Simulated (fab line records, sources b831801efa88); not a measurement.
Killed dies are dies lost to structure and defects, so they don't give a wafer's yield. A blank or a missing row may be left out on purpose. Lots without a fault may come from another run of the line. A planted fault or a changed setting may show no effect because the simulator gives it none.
Which tool did it? | flow gf180mcu | 12 lots, 36 wafers sampled, at 6 steps of a route of 602

WHAT THE GAUGES READ, wafer by wafer
GF_LVPWELL_TW_MEAS_11. Usual: LVPWELL_TW 559, standard deviation 6.9.
lot  | measured    | on            | LVPWELL_TW  | flag
L178 | day 3 20:45 | film_metro-04 | 560 561 561 |
L180 | day 4 08:51 | film_metro-02 | 551 551 553 |
L181 | day 4 13:50 | film_metro-02 | 549 551 549 |
L184 | day 5 05:40 | film_metro-03 | 561 571 567 |
L185 | day 5 11:22 | film_metro-04 | 565 562 563 |
L186 | day 5 18:51 | film_metro-02 | 550 551 554 |
L187 | day 5 23:43 | film_metro-02 | 552 550 552 |
L189 | day 6 14:04 | film_metro-04 | 563 560 561 |
L195 | day 7 18:43 | film_metro-03 | 567 572 568 |
L196 | day 8 03:04 | film_metro-02 | 539 543 537 |
L200 | day 9 07:23 | film_metro-04 | 568 564 567 |
L201 | day 9 20:07 | film_metro-03 | 569 566 564 |

GF_VT_IMPLANT_RS_MEAS_48: measures by four-point-probe. Usual: LVPWELL_RS 1197 ohm/sq, standard deviation 3.3.
lot  | measured     | on            | LVPWELL_RS (ohm/sq) | flag
L178 | day 7 10:20  | film_metro-03 | 1197 1195 1199      |
L180 | day 8 00:16  | film_metro-03 | 1195 1193 1190      |
L181 | day 8 05:15  | film_metro-03 | 1200 1195 1195      |
L184 | day 8 23:49  | film_metro-04 | 1201 1197 1201      |
L185 | day 9 06:01  | film_metro-04 | 1195 1197 1196      |
L186 | day 9 14:59  | film_metro-04 | 1198 1200 1198      |
L187 | day 9 22:00  | film_metro-03 | 1193 1194 1196      |
L189 | day 10 16:14 | film_metro-03 | 1194 1200 1196      |
L195 | day 12 04:26 | film_metro-04 | 1202 1198 1199      |
L196 | day 12 13:49 | film_metro-03 | 1259 1260 1257      | OFF
L200 | day 14 02:56 | film_metro-03 | 1195 1195 1196      |
L201 | day 14 15:29 | film_metro-02 | 1197 1200 1194      |

WHICH TOOL RAN EACH LOT (tool, then ch and the chambers of the sampled wafers, then the start)
lot  | GF_STI_ETCH_13                    | GF_STI_ETCH_14                  | GF_LVPWELL_IMPLANT_08          | GF_MVSD_STRIP_10
L178 | rie_diel-04 ch 0,1,3, day 2 01:12 | rie_si-02 ch 0,1,2, day 2 01:17 | implanter-02 ch 0, day 3 20:22 | plasma_asher-03 ch 0,1, day 4 10:12
L180 | rie_diel-02 ch 1,2,3, day 2 11:44 | rie_si-01 ch 1,2,3, day 2 11:49 | implanter-01 ch 0, day 4 08:28 | plasma_asher-01 ch 0,1, day 4 22:25
L181 | rie_diel-04 ch 0,1,3, day 2 17:56 | rie_si-01 ch 0,2, day 2 18:01   | implanter-04 ch 0, day 4 13:28 | plasma_asher-03 ch 0,1, day 5 03:14
L184 | rie_diel-03 ch 1,2,3, day 3 08:02 | rie_si-02 ch 0,1,3, day 3 08:06 | implanter-04 ch 0, day 5 05:16 | plasma_asher-02 ch 0,1, day 5 19:23
L185 | rie_diel-03 ch 1,2, day 3 14:05   | rie_si-02 ch 0,1,2, day 3 14:10 | implanter-01 ch 0, day 5 10:58 | plasma_asher-01 ch 0,1, day 6 01:29
L186 | rie_diel-02 ch 0,1,2, day 3 18:59 | rie_si-02 ch 1,3, day 3 19:04   | implanter-04 ch 0, day 5 18:28 | plasma_asher-01 ch 0,1, day 6 09:14
L187 | rie_diel-04 ch 0,1,3, day 3 23:57 | rie_si-01 ch 2,3, day 4 00:02   | implanter-01 ch 0, day 5 23:19 | plasma_asher-03 ch 1, day 6 14:53
L189 | rie_diel-04 ch 0,1,3, day 4 10:13 | rie_si-02 ch 0,1,2, day 4 10:18 | implanter-01 ch 0, day 6 13:41 | plasma_asher-03 ch 0,1, day 7 04:41
L195 | rie_diel-02 ch 0,1,2, day 5 16:32 | rie_si-02 ch 1,2,3, day 5 16:37 | implanter-02 ch 0, day 7 18:19 | plasma_asher-01 ch 0,1, day 8 10:20
L196 | rie_diel-03 ch 2,3, day 6 00:35   | rie_si-02 ch 0,1,3, day 6 00:40 | implanter-01 ch 0, day 8 02:40 | plasma_asher-02 ch 0,1, day 8 19:43
L200 | rie_diel-02 ch 0,2,3, day 6 19:41 | rie_si-01 ch 0,2,3, day 6 19:46 | implanter-02 ch 0, day 9 06:59 | plasma_asher-03 ch 0,1, day 10 00:34
L201 | rie_diel-03 ch 1,2, day 7 00:11   | rie_si-02 ch 0,2,3, day 7 00:16 | implanter-02 ch 0, day 9 19:43 | plasma_asher-02 ch 0,1, day 10 14:26
- GF_STI_ETCH_13: etches the open film in CHF3/O2, stops on Si, target depth 282.31 nm, time 112.9 s.
- GF_STI_ETCH_14: etches Si in HBr/Cl2/O2, target depth 360 nm, time 102.9 s.
- GF_LVPWELL_IMPLANT_08
- GF_MVSD_STRIP_10: strips in O2/N2.

WHAT THE TOOLS THEMSELVES READ (means of the sampled wafers that have a number; where no wafer has one, the mark that the record gives instead)
GF_STI_ETCH_13. Usual: drypump_motor_current_A 5.8 A, standard deviation 0.32; oes_product_au 0.833 a.u., standard deviation 0.0064; throttle_valve_pct 8.810 %, standard deviation 0.0087.
lot  | tool        | drypump_motor_current_A (A) | oes_product_au (a.u.) | throttle_valve_pct (%) | flag
L178 | rie_diel-04 | 5.7                         | 0.842                 | 8.819                  |
L180 | rie_diel-02 | 6.1                         | 0.828                 | 8.813                  |
L181 | rie_diel-04 | 5.7                         | 0.839                 | 8.813                  |
L184 | rie_diel-03 | 5.6                         | 0.832                 | 8.805                  |
L185 | rie_diel-03 | 5.5                         | 0.836                 | 8.812                  |
L186 | rie_diel-02 | 5.9                         | 0.826                 | 8.802                  |
L187 | rie_diel-04 | 5.7                         | 0.834                 | 8.810                  |
L189 | rie_diel-04 | 5.6                         | 0.834                 | 8.822                  |
L195 | rie_diel-02 | 5.9                         | 0.832                 | 8.804                  |
L196 | rie_diel-03 | 5.6                         | 0.838                 | 8.810                  |
L200 | rie_diel-02 | 5.9                         | 0.830                 | 8.812                  |
L201 | rie_diel-03 | 5.5                         | 0.826                 | 8.813                  |

GF_STI_ETCH_14. Usual: drypump_motor_current_A 5.6 A, standard deviation 0.34; oes_product_au 1.001 a.u., standard deviation 0.007; throttle_valve_pct 25.657 %, standard deviation 0.0095.
lot  | tool      | drypump_motor_current_A (A) | oes_product_au (a.u.) | throttle_valve_pct (%) | flag
L178 | rie_si-02 | 5.7                         | 1.004                 | 25.654                 |
L180 | rie_si-01 | 5.4                         | 1.004                 | 25.658                 |
L181 | rie_si-01 | 5.8                         | 1.006                 | 25.652                 |
L184 | rie_si-02 | 5.6                         | 1.006                 | 25.655                 |
L185 | rie_si-02 | 5.7                         | 0.991                 | 25.663                 |
L186 | rie_si-02 | 5.8                         | 0.998                 | 25.654                 |
L187 | rie_si-01 | 5.4                         | 1.001                 | 25.652                 |
L189 | rie_si-02 | 5.7                         | 1.000                 | 25.652                 |
L195 | rie_si-02 | 5.9                         | 1.002                 | 25.657                 |
L196 | rie_si-02 | 5.6                         | 0.994                 | 25.670                 |
L200 | rie_si-01 | 5.5                         | 1.001                 | 25.649                 |
L201 | rie_si-02 | 5.6                         | 1.000                 | 25.660                 |

GF_LVPWELL_IMPLANT_08. Usual: beam_on_s 9.99 s, standard deviation 0.21.
lot  | tool         | beam_on_s (s) | flag
L178 | implanter-02 | 10.01         |
L180 | implanter-01 | 10.06         |
L181 | implanter-04 | 9.92          |
L184 | implanter-04 | 10.06         |
L185 | implanter-01 | 9.96          |
L186 | implanter-04 | 10.05         |
L187 | implanter-01 | 10.24         |
L189 | implanter-01 | 10.04         |
L195 | implanter-02 | 10.18         |
L196 | implanter-01 | 10.04         |
L200 | implanter-02 | 9.78          |
L201 | implanter-02 | 10.03         |

GF_MVSD_STRIP_10. Usual: drypump_motor_current_A 5.5 A, standard deviation 0.42; heater_power_w 344 W, standard deviation 21; oes_product_au 0.723 a.u., standard deviation 0.0049; strip_time_to_endpoint_s 36.94 s, standard deviation 0.091.
lot  | tool            | drypump_motor_current_A (A) | heater_power_w (W) | oes_product_au (a.u.) | strip_time_to_endpoint_s (s) | flag
L178 | plasma_asher-03 | 5.8                         | 337                | 0.720                 | 36.81                        |
L180 | plasma_asher-01 | 5.2                         | 329                | 0.716                 | 36.91                        |
L181 | plasma_asher-03 | 5.5                         | 340                | 0.723                 | 36.95                        |
L184 | plasma_asher-02 | 5.6                         | 365                | 0.715                 | 36.94                        |
L185 | plasma_asher-01 | 5.2                         | 334                | 0.723                 | 36.97                        |
L186 | plasma_asher-01 | 5.1                         | 329                | 0.721                 | 36.90                        |
L187 | plasma_asher-03 | 6.2                         | 340                | 0.726                 | 37.08                        |
L189 | plasma_asher-03 | 5.4                         | 333                | 0.718                 | 37.02                        |
L195 | plasma_asher-01 | 5.4                         | 321                | 0.725                 | 36.95                        |
L196 | plasma_asher-02 | 5.7                         | 366                | 0.717                 | 36.90                        |
L200 | plasma_asher-03 | 5.8                         | 336                | 0.724                 | 36.86                        |
L201 | plasma_asher-02 | 5.7                         | 364                | 0.725                 | 36.98                        |

THE ANSWER, worked out from the rows above alone
Rule: a lot is off if the mean of its wafers that have a number lies more than 3 standard deviations from the usual mean. A lot without any number at a reading at which 4 lots or more have one is off too. The other lots that the step has rows for count as sound. The gauges are gone through in route order, then the tools' own readings, and for those a lot's mean is taken as printed above. The first step at which some lot is off is used, and at that step the reading that is off furthest; a lot without a number counts as furthest.
Off: L196, at GF_VT_IMPLANT_RS_MEAS_48 (LVPWELL_RS).
A tool fits if, at a process step before that reading, it ran every lot that is off, and no sound lot after the first of them. The gauges at GF_VT_IMPLANT_RS_MEAS_48 are tried like those tools. One fits: implanter-01 at GF_LVPWELL_IMPLANT_08. Its last sound lot is L189 (day 6 13:41), its first lot that is off L196 (day 8 02:40): a fault that began between those two fits.

WHAT THE SIMULATOR HAD PUT IN
Process parameter drift: implanter-01, from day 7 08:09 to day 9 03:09, at GF_LVPWELL_IMPLANT_08. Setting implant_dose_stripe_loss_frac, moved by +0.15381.
Lots struck among those shown: L196. The rule above found the same.
